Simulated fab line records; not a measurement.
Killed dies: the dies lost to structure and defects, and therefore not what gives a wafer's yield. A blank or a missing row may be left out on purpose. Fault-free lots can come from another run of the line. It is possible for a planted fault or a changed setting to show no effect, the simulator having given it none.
Which tool was responsible? -- flow sky130 -- Sampling: 12 lots, 36 wafers, 5 of 708 route steps

WHAT THE GAUGES READ, wafer by wafer
SKY_VT_ADJUST_LVTN_OVL_MEAS_07. Usual: VT_ADJUST_LVTN_OVL typically reads -0.2 nm, with standard deviation 1.4.
lot,measured,on,VT_ADJUST_LVTN_OVL (nm),flag
L101,day 7 13:09,overlay-02,0.0 -0.7 1.5,
L103,day 7 21:28,overlay-02,0.5 1.0 2.1,
L104,day 8 07:11,overlay-01,-0.3 1.0 0.9,
L105,day 8 09:51,overlay-01,-0.6 -0.7 -1.2,
L106,day 8 18:59,overlay-02,0.4 1.0 1.7,
L107,day 9 03:25,overlay-02,-0.2 1.2 -1.2,
L114,day 10 23:20,overlay-02,-1.5 -1.0 -0.6,
L115,day 11 13:55,overlay-02,-1.7 -2.0 -1.3,
L117,day 12 02:58,overlay-02,1.2 2.8 -0.1,
L119,day 12 04:46,overlay-02,1.3 0.8 3.3,
L120,day 13 06:44,overlay-02,1.0 -0.7 -0.6,
L121,day 13 14:41,overlay-01,1.0 1.2 -0.7,

SKY_VT_ADJUST_HVTR_TW_MEAS_11. Usual: VT_ADJUST_HVTR_TW typically reads 210.9, with standard deviation 1.1.
lot,measured,on,VT_ADJUST_HVTR_TW,flag
L101,day 10 04:53,film_metro-01,210.0 210.0 210.4,
L103,day 10 13:41,film_metro-01,209.6 209.9 210.4,
L104,day 11 00:22,film_metro-03,211.2 211.6 211.2,
L105,day 11 03:23,film_metro-03,212.0 211.3 212.0,
L106,day 11 15:26,film_metro-01,211.9 210.8 210.9,
L107,day 11 23:08,film_metro-04,211.2 211.0 211.1,
L114,day 13 23:39,film_metro-01,113.8 113.0 114.2,OFF
L115,day 14 14:40,film_metro-03,115.0 114.7 115.0,OFF
L117,day 15 08:02,film_metro-01,209.6 211.5 210.3,
L119,day 15 09:19,film_metro-03,209.6 209.8 210.8,
L120,day 16 14:11,film_metro-04,212.6 212.9 212.5,
L121,day 16 23:23,film_metro-03,211.5 211.8 212.1,

SKY_LOCAL_INTERCONNECT_RS_MEAS_01: measures by four-point-probe. Usual: LOCAL_INTERCONNECT_TIN_RS typically reads 14.38 ohm/sq, with standard deviation 0.13.
lot,measured,on,LOCAL_INTERCONNECT_TIN_RS (ohm/sq),flag
L101,day 29 20:46,film_metro-02,14.15 14.24 14.13,
L103,day 30 11:52,film_metro-04,14.01 14.06 14.08,
L104,day 30 16:53,film_metro-02,14.19 14.08 14.20,
L105,day 31 00:06,film_metro-02,14.37 14.41 14.34,
L106,day 31 08:17,film_metro-03,14.38 14.41 14.36,
L107,day 31 19:49,film_metro-04,14.29 14.40 14.35,
L114,day 34 06:00,film_metro-03,14.63 14.48 14.55,
L115,day 34 22:19,film_metro-03,14.42 14.56 14.49,
L117,day 35 09:25,film_metro-04,14.36 14.48 14.61,
L119,day 35 12:14,film_metro-04,14.35 14.42 14.37,
L120,day 36 15:37,film_metro-04,14.36 14.43 14.52,
L121,day 37 01:08,film_metro-04,14.44 14.40 14.34,

WHICH TOOL RAN EACH LOT (tool, then ch and the chambers of the sampled wafers, then the start)
lot,SKY_FIELD_ISO_ETCH_14,SKY_VT_ADJUST_HVTR_IMPLANT_09
L101,"rie_diel-03 ch 1,2,3, day 2 15:56","implanter-01 ch 0, day 10 04:40"
L103,"rie_diel-03 ch 1,2,3, day 3 02:20","implanter-03 ch 0, day 10 13:26"
L104,"rie_diel-01 ch 0,3, day 3 10:38","implanter-03 ch 0, day 11 00:08"
L105,"rie_diel-04 ch 0,2, day 3 12:08","implanter-01 ch 0, day 11 03:10"
L106,"rie_diel-04 ch 2,3, day 3 18:23","implanter-03 ch 0, day 11 15:11"
L107,"rie_diel-04 ch 1,2, day 4 01:22","implanter-04 ch 0, day 11 22:53"
L114,"rie_diel-03 ch 1,2,3, day 5 14:43","implanter-01 ch 0, day 13 23:25"
L115,"rie_diel-01 ch 1,2, day 5 22:25","implanter-01 ch 0, day 14 14:25"
L117,"rie_diel-03 ch 0,1,2, day 6 08:04","implanter-04 ch 0, day 15 07:47"
L119,"rie_diel-04 ch 0,1,3, day 6 11:16","implanter-04 ch 0, day 15 09:04"
L120,"rie_diel-01 ch 0,1,2, day 7 09:08","implanter-04 ch 0, day 16 13:56"
L121,"rie_diel-01 ch 0,1, day 7 10:43","implanter-03 ch 0, day 16 23:10"
- SKY_FIELD_ISO_ETCH_14: etches BARC in N2/H2, stops on SiO2, time 45.9 s, target depth 60 nm.
- SKY_VT_ADJUST_HVTR_IMPLANT_09

AS READ BY THE TOOLS THEMSELVES (means over the sampled wafers that have a number; for cases with no such wafer, the mark the record gives instead)
SKY_FIELD_ISO_ETCH_14. Usual: drypump_motor_current_A 5.8 A, standard deviation 0.44; oes_product_au 0.855 a.u., standard deviation 0.0047; throttle_valve_pct 13.225 %, standard deviation 0.0088.
lot,tool,drypump_motor_current_A (A),oes_product_au (a.u.),throttle_valve_pct (%),flag
L101,rie_diel-03,5.4,0.851,13.219,
L103,rie_diel-03,5.4,0.852,13.225,
L104,rie_diel-01,6.5,0.853,13.221,
L105,rie_diel-04,6.0,0.852,13.231,
L106,rie_diel-04,5.7,0.860,13.234,
L107,rie_diel-04,6.2,0.855,13.221,
L114,rie_diel-03,5.4,0.856,13.228,
L115,rie_diel-01,6.0,0.852,13.227,
L117,rie_diel-03,5.4,0.859,13.223,
L119,rie_diel-04,6.1,0.855,13.229,
L120,rie_diel-01,6.0,0.854,13.227,
L121,rie_diel-01,5.8,0.853,13.226,

SKY_VT_ADJUST_HVTR_IMPLANT_09. Usual: dose_ions_cm2 2.0995e+12, standard deviation 2.2e+09; faraday_current_uA 11.81, standard deviation 0.23.
lot,tool,dose_ions_cm2,faraday_current_uA,flag
L101,implanter-01,2.0992e+12,11.78,
L103,implanter-03,2.1024e+12,11.89,
L104,implanter-03,2.1025e+12,11.99,
L105,implanter-01,2.0988e+12,11.83,
L106,implanter-03,2.1008e+12,11.76,
L107,implanter-04,2.0978e+12,11.80,
L114,implanter-01,2.1153e+11,1.17,OFF
L115,implanter-01,2.0617e+11,1.16,OFF
L117,implanter-04,2.0995e+12,11.85,
L119,implanter-04,2.0967e+12,11.93,
L120,implanter-04,2.0977e+12,11.92,
L121,implanter-03,2.1030e+12,11.46,

THE ANSWER, worked out from the rows above alone
Rule: a lot counts as off when the mean over its wafers that have a number is more than 3 standard deviations away from the usual mean. Also off: a lot with no number at a reading for which 4 or more lots have one. Where the step has rows for the other lots, those lots are counted as sound. Order of review: gauges by route order, followed by the tools' own readings, for which a lot's mean as printed above is used. The first step at which some lot is off is used, and at that step the reading that is off furthest; a lot without a number counts as furthest.
Off: at SKY_VT_ADJUST_HVTR_TW_MEAS_11 (VT_ADJUST_HVTR_TW), L114, L115.
If a tool, at a process step before that reading, ran all the lots that are off and no sound lot after the first of them, it fits. The gauges at SKY_VT_ADJUST_HVTR_TW_MEAS_11 aren't tried: what is off there is off at SKY_VT_ADJUST_HVTR_IMPLANT_09 too, on other tools, and a gauge's error can't cause that. One candidate fits, namely implanter-01 at SKY_VT_ADJUST_HVTR_IMPLANT_09. Its last sound lot is L105 (day 11 03:10), its first lot that is off L114 (day 13 23:25): a fault that began between those two fits.
The tool's own readings at SKY_VT_ADJUST_HVTR_IMPLANT_09 bear it out: on the lots that are off they differ by more than 5 times the standard deviation of the sound lots' means. dose_ions_cm2 reads 2.0885e+11 there against 2.0998e+12 on the sound lots; faraday_current_uA reads 1.17 there against 11.82 on the sound lots.

WHAT THE SIMULATOR PUT IN
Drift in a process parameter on implanter-01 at SKY_VT_ADJUST_HVTR_IMPLANT_09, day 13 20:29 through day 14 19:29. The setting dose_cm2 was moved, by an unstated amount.
Lots struck among those shown: L114, L115. The rule above reached the same finding.
